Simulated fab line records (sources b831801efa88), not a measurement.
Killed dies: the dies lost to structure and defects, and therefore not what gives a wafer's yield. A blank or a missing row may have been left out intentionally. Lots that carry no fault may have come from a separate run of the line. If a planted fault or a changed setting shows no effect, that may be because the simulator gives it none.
Comparing a struck lot with a sound one / flow sky130 / 19 steps out of a route of 708
Sound: wafers L649.1, L649.2, L649.5. Wafers L661.2, L661.3, L661.6 were the ones struck. The cause is named last.
Per side, at each step with rows, come the tool, then ch with its chambers, and then its first start. Under that, the readings that differ: sound wafers / struck wafers / difference of the means / sigmas: that difference in standard deviations of wafers without a fault.
alike: readings whose means differ by less than 2 such deviations, and words and numbers that are the same on both sides. not compared: withheld readings, readings that some wafer has no value for, bounds like >300 that may hide the same value, and numbers for which the record gives no deviation and whose values overlap.
A row with sigmas, a row that says differs or no value, or rows on one side alone: a step with any of these is where the two part. When numbers do not overlap yet have no deviation, they are printed without sigmas and do not part them. A reading missing from all wafers of one side parts the sides only when that side holds two or more wafers.

first, 3 steps without rows for these wafers: SKY_POLY_CUT_EXPOSE_05 (exposes mask NPCM, target cd 270 nm); SKY_POLY_CUT_PEB_06; SKY_POLY_CUT_DEVELOP_07 (develop time 60 s).
SKY_POLY_CUT_CD_MEAS_08: the cd target is 270 nm.
  sound: cd-sem-02 at day 25 19:34; struck: cd-sem-01 at day 30 00:44
  alike: cd-nm
SKY_POLY_CUT_OVL_MEAS_09:
  sound: overlay-01 at day 25 19:41; struck: overlay-02 at day 30 00:51
  alike: POLY_CUT_OVL
SKY_POLY_CUT_ETCH_10: etches BARC in N2/H2, stops on SiO2, time 45.9 s, target depth 60 nm.
  sound on rie-diel-04 ch 1,2,3, day 25 19:43; struck on rie-diel-03 ch 1,2, day 30 00:53
  alike: drypump-motor-current-A, h2-flow-sccm, oes-product-au, throttle-valve-pct
  not compared: rf-hours-counter-h
SKY_POLY_CUT_ETCH_11: etches Si3N4 in CF4/CH2F2/Ar, stops on poly-Si, time 42.5 s, target depth 60 nm.
  sound on rie-diel-04 ch 1,2,3, day 25 19:45; struck on rie-diel-03 ch 1,2, day 30 00:55
  alike: drypump-motor-current-A, oes-product-au, throttle-valve-pct
  not compared: rf-hours-counter-h
SKY_POLY_CUT_STRIP_12: strips in O2/N2.
  sound on plasma-asher-03 ch 0,1, day 25 19:47; struck on plasma-asher-04 ch 0,1, day 30 00:58
  alike: drypump-motor-current-A, oes-product-au, strip-time-to-endpoint-s
  not compared: rf-hours-counter-h
then, 4 steps without rows for these wafers: SKY_SD_P_DEHYDRATE_00 (time 60 s); SKY_SD_P_HMDS_01 (prime time 60 s); SKY_SD_P_COAT_02 (resist thk 1140 nm); SKY_SD_P_SOFTBAKE_03 (time 60 s).
SKY_SD_P_EXPOSE_04: exposes mask PSDM, target cd 380 nm.
  sound on iline-stepper-02 ch 0, day 26 09:56; struck on iline-stepper-01 ch 0, day 30 14:38
reading=model.SD_P.overlay-x-nm (nm); sound=1.213 1.213 1.213; struck=-48.96 -48.96 -48.96; difference=-50.17; sigmas=
  alike: mask
then, 2 steps without rows for these wafers: SKY_SD_P_PEB_05; SKY_SD_P_DEVELOP_06 (develop time 60 s).
SKY_SD_P_CD_MEAS_07: the cd target is 380 nm.
  sound: cd-sem-01 at day 27 00:47; struck: cd-sem-02 at day 31 04:42
  alike: cd-nm
SKY_SD_P_OVL_MEAS_08:
  sound: overlay-01 at day 27 00:54; struck: overlay-02 at day 31 04:49
reading=SD_P_OVL (nm); sound=-1.9 -0.8 -1.3; struck=-51.5 -51.0 -52.0; difference=-50.2; sigmas=-42
after that, 1 step had no rows for these wafers: SKY_SD_P_IMPLANT_09.
SKY_PAD_OPEN_PROBE_99:
  sound wafers here have rows in the record (prober-02, day 47 00:12); struck ones have none

== WHERE THEY PART ==
Earliest at SKY_SD_P_OVL_MEAS_08; latest, in this record, at SKY_PAD_OPEN_PROBE_99.

WHY: whatever the simulator had introduced
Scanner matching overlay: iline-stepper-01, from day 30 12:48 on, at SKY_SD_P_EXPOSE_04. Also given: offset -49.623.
